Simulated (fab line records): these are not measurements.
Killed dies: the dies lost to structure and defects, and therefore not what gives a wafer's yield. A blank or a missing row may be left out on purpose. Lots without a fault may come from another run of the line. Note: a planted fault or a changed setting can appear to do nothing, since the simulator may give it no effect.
A lot that was struck, set against a sound lot + flow sky130 + 28 out of 708 route steps
Sound: the wafers L679.1, L679.2, L679.6. The struck wafers were L687.2, L687.3, L687.4. The cause is named last.
For every step that has rows: the tool of each side, followed by ch and its chambers, followed by its first start. Under that, the readings that differ: sound wafers + struck wafers + difference of the means + sigmas: that difference in standard deviations of wafers without a fault.
alike: readings whose means differ by less than 2 such deviations, and words and numbers that are the same on both sides. not compared: withheld readings, readings that some wafer has no value for, bounds like >300 that may hide the same value, and numbers for which the record gives no deviation and whose values overlap.
Wherever a step has rows on one side only, a row that says differs or no value, or a row with sigmas, the two part there. Non-overlapping numbers with no deviation appear without sigmas and do not part them. A reading missing from all wafers of one side parts the sides only when that side holds two or more wafers.

first, 1 step without rows for these wafers: SKY_DNWELL_IMPLANT_07.
SKY_DNWELL_STRIP_08: strips in O2/N2.
  sound on plasma_asher-02 ch 0,1, day 5 13:25; struck on plasma_asher-01 ch 0,1, day 7 01:34
  alike: drypump_motor_current_A, oes_product_au, strip_time_to_endpoint_s
  not compared: rf_hours_counter_h
SKY_DNWELL_TW_MEAS_09:
  struck on film_metro-01, day 7 01:40; sound on film_metro-01, day 5 13:31
  alike: DNWELL_TW
then, 7 steps without rows for these wafers: SKY_PWDE_DEHYDRATE_00 (time 60 s); SKY_PWDE_HMDS_01 (prime time 60 s); SKY_PWDE_COAT_02 (resist thk 3000 nm); SKY_PWDE_SOFTBAKE_03; SKY_PWDE_EXPOSE_04 (exposes mask PWDEM, target cd 840 nm); SKY_PWDE_PEB_05; SKY_PWDE_DEVELOP_06 (develop time 60 s).
SKY_PWDE_OVL_MEAS_07:
  struck on overlay-01, day 7 21:10; sound on overlay-02, day 6 07:04
  alike: PWDE_OVL
next, for these wafers, 1 step has no rows: SKY_PWDE_IMPLANT_08.
SKY_PWDE_STRIP_09: strips in O2/N2.
  sound on plasma_asher-03 ch 0,1, day 6 07:22; struck on plasma_asher-03 ch 0,1, day 7 21:21
| reading                                | sound             | struck            | difference                    | sigmas |
|----------------------------------------|-------------------|-------------------|-------------------------------|--------|
| oes_product_au (a.u.)                  | 0.722 0.719 0.723 | 0.971 0.969 0.958 | +0.245                        | +50    |
| strip_time_to_endpoint_s (s)           | 36.99 36.89 36.92 | - - -             | no value on the struck wafers |        |
| model.coat_of_PWDE_COAT_02.thk_nm (nm) | 0 0 0             | 270.5 270.8 270.2 | +270.5                        |        |
  alike: drypump_motor_current_A
  not compared: rf_hours_counter_h
SKY_PWDE_TW_MEAS_10:
  struck on film_metro-04, day 7 21:28; sound on film_metro-04, day 6 07:28
  alike: PWDE_TW
then, 7 steps without rows for these wafers: SKY_NWELL_DEHYDRATE_03 (time 60 s); SKY_NWELL_HMDS_04 (prime time 60 s); SKY_NWELL_COAT_05 (resist thk 3000 nm); SKY_NWELL_SOFTBAKE_06; SKY_NWELL_EXPOSE_07 (exposes mask NWM, target cd 840 nm); SKY_NWELL_PEB_08; SKY_NWELL_DEVELOP_09 (develop time 60 s).
SKY_NWELL_OVL_MEAS_10:
  struck on overlay-02, day 8 17:20; sound on overlay-01, day 7 02:29
  alike: NWELL_00_OVL
then, 3 steps without rows for these wafers: SKY_NWELL_IMPLANT_11; SKY_NWELL_IMPLANT_12; SKY_NWELL_IMPLANT_13.
SKY_NWELL_STRIP_14: strips in O2/N2.
  sound on plasma_asher-04 ch 0,1, day 7 02:58; struck on plasma_asher-04 ch 0,1, day 8 17:49
| reading                      | sound             | struck            | difference | sigmas |
|------------------------------|-------------------|-------------------|------------|--------|
| strip_time_to_endpoint_s (s) | 37.04 37.04 37.07 | 40.80 40.82 40.85 | +3.77      | +34    |
  alike: drypump_motor_current_A, oes_product_au
  not compared: rf_hours_counter_h
SKY_NWELL_TW_MEAS_15:
  struck on film_metro-01, day 8 17:56; sound on film_metro-03, day 7 03:04
  alike: NWELL_TW
then, 1 step without rows for these wafers: SKY_NWELL_DEHYDRATE_16 (time 60 s).

## WHERE THEY PART
First at SKY_PWDE_STRIP_09; last, within this record, at SKY_NWELL_STRIP_14. Later steps at which nothing parts them and some readings are alike: SKY_NWELL_TW_MEAS_15.

WHY: whatever the simulator had introduced
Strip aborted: plasma_asher-03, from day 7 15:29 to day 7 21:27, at SKY_PWDE_STRIP_09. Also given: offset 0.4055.
